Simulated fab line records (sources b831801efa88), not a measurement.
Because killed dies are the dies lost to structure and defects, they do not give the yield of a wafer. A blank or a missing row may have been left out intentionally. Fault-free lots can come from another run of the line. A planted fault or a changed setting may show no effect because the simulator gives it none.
Which tool is to blame? :: flow sky130 :: 7 lots, 21 wafers sampled, at 2 steps of a route of 708

WHAT THE GAUGES SHOWED, per wafer
SKY_LI_CONTACT_BOW_MEAS_03.
lot: L653
measured: day 28 13:36
on: film_metro-04
LI_CONTACT_BOW (um): 57 62 65

lot: L655
measured: day 29 06:56
on: film_metro-01
LI_CONTACT_BOW (um): 50 53 47

lot: L658
measured: day 30 20:20
on: film_metro-03
LI_CONTACT_BOW (um): 57 53 56

lot: L660
measured: day 31 11:49
on: film_metro-01
LI_CONTACT_BOW (um): 50 50 47

lot: L663
measured: day 32 07:34
on: film_metro-03
LI_CONTACT_BOW (um): 65 51 54

lot: L666
measured: day 33 05:24
on: film_metro-01
LI_CONTACT_BOW (um): 51 60 55

lot: L670
measured: day 34 11:30
on: film_metro-03
LI_CONTACT_BOW (um): 55 46 53

EACH LOT AND THE TOOL THAT RAN IT (in order: tool; ch and the chambers of the sampled wafers; start)
lot: L653
SKY_LI_CONTACT_CMP_02: cmp-02 ch 0,1, day 28 13:18

lot: L655
SKY_LI_CONTACT_CMP_02: cmp-02 ch 0,2, day 29 06:40

lot: L658
SKY_LI_CONTACT_CMP_02: cmp-01 ch 2,3, day 30 20:02

lot: L660
SKY_LI_CONTACT_CMP_02: cmp-02 ch 1,3, day 31 11:29

lot: L663
SKY_LI_CONTACT_CMP_02: cmp-01 ch 0,1, day 32 07:16

lot: L666
SKY_LI_CONTACT_CMP_02: cmp-01 ch 2,3, day 33 05:04

lot: L670
SKY_LI_CONTACT_CMP_02: cmp-02 ch 2,3, day 34 11:12
- SKY_LI_CONTACT_CMP_02: polishes PSG.

THE ANSWER, worked out from the rows above alone
Rule: the usual values come from the lots themselves. Put in order of their means at a reading, lots are off if they are a third of the lots or fewer, leave a main group of 4 or more, and stand apart from it by a gap of 3 or more times the standard deviation of the main group's means; of several such gaps the widest counts. Not used: any main group whose means are identical at the precision the tables above print for the reading. A lot without any number at a reading at which 4 lots or more have one is off too. Where the step has rows for the other lots, those lots are counted as sound.
No lot is off at any reading shown: from this, nothing can be told.

WHAT THE SIMULATOR HAD INSERTED
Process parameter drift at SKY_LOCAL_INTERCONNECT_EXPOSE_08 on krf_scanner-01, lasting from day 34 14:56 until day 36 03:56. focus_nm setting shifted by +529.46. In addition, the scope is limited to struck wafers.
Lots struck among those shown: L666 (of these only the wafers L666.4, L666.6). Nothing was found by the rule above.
